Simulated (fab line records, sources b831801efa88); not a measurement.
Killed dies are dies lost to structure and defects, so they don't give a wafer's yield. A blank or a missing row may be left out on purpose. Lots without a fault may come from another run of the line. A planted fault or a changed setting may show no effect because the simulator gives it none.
Which tool did it? | flow gf180mcu | 12 lots, 36 wafers sampled, at 3 steps of a route of 602

WHAT THE GAUGES READ, wafer by wafer
GF_V2_CD_MEAS_14: target cd 260 nm.
lot  | measured     | on        | cd_nm (nm)
L075 | day 20 18:25 | cd_sem-02 | 259.3 258.2 259.5
L077 | day 21 10:39 | cd_sem-01 | 261.1 259.8 260.5
L079 | day 22 05:44 | cd_sem-01 | 261.0 260.6 261.1
L081 | day 23 02:56 | cd_sem-01 | 259.3 259.1 257.8
L083 | day 23 17:14 | cd_sem-02 | 260.8 260.1 261.7
L085 | day 24 11:31 | cd_sem-02 | 260.4 260.7 260.2
L087 | day 24 20:32 | cd_sem-01 | 260.3 260.0 260.1
L089 | day 25 16:37 | cd_sem-02 | 261.5 260.8 262.2
L091 | day 26 20:11 | cd_sem-02 | 260.6 259.5 259.4
L094 | day 27 12:23 | cd_sem-02 | 258.8 258.7 259.6
L095 | day 27 14:56 | cd_sem-01 | 260.0 259.5 260.4
L097 | day 28 08:43 | cd_sem-01 | 262.2 260.7 261.1

WHICH TOOL RAN EACH LOT (tool, then ch and the chambers of the sampled wafers, then the start)
lot  | GF_VT_IMPLANT_STRIP_20               | GF_VT_IMPLANT_STRIP_42
L075 | plasma_asher-04 ch 0,1, day 6 13:05  | plasma_asher-02 ch 0,1, day 7 19:47
L077 | plasma_asher-01 ch 0,1, day 7 01:55  | plasma_asher-01 ch 0,1, day 8 10:21
L079 | plasma_asher-01 ch 0,1, day 7 11:41  | plasma_asher-04 ch 0,1, day 8 20:14
L081 | plasma_asher-02 ch 0,1, day 8 00:49  | plasma_asher-04 ch 0,1, day 9 10:58
L083 | plasma_asher-04 ch 0,1, day 8 12:41  | plasma_asher-04 ch 0,1, day 9 23:47
L085 | plasma_asher-04 ch 0,1, day 9 04:02  | plasma_asher-02 ch 0,1, day 10 16:27
L087 | plasma_asher-04 ch 0,1, day 9 12:57  | plasma_asher-02 ch 0,1, day 11 01:02
L089 | plasma_asher-04 ch 0,1, day 10 03:44 | plasma_asher-04 ch 0,1, day 11 16:05
L091 | plasma_asher-01 ch 0,1, day 11 04:11 | plasma_asher-04 ch 0,1, day 12 18:54
L094 | plasma_asher-01 ch 0,1, day 11 18:32 | plasma_asher-01 ch 0,1, day 13 10:56
L095 | plasma_asher-01 ch 0,1, day 11 22:55 | plasma_asher-02 ch 0,1, day 13 14:53
L097 | plasma_asher-04 ch 0,1, day 12 11:02 | plasma_asher-01 ch 0,1, day 14 04:17
- GF_VT_IMPLANT_STRIP_20: strips in O2/N2.
- GF_VT_IMPLANT_STRIP_42: strips in O2/N2.

THE ANSWER, worked out from the rows above alone
Rule: what is usual is taken from the lots themselves. Put in order of their means at a reading, lots are off if they are a third of the lots or fewer, leave a main group of 4 or more, and stand apart from it by a gap of 3 or more times the standard deviation of the main group's means; of several such gaps the widest counts. A main group whose means are all the same, to the digits that the tables above print for the reading, isn't used. A lot without any number at a reading at which 4 lots or more have one is off too. The other lots that the step has rows for count as sound.
No lot is off at any reading shown: from this, nothing can be told.

WHAT THE SIMULATOR HAD PUT IN
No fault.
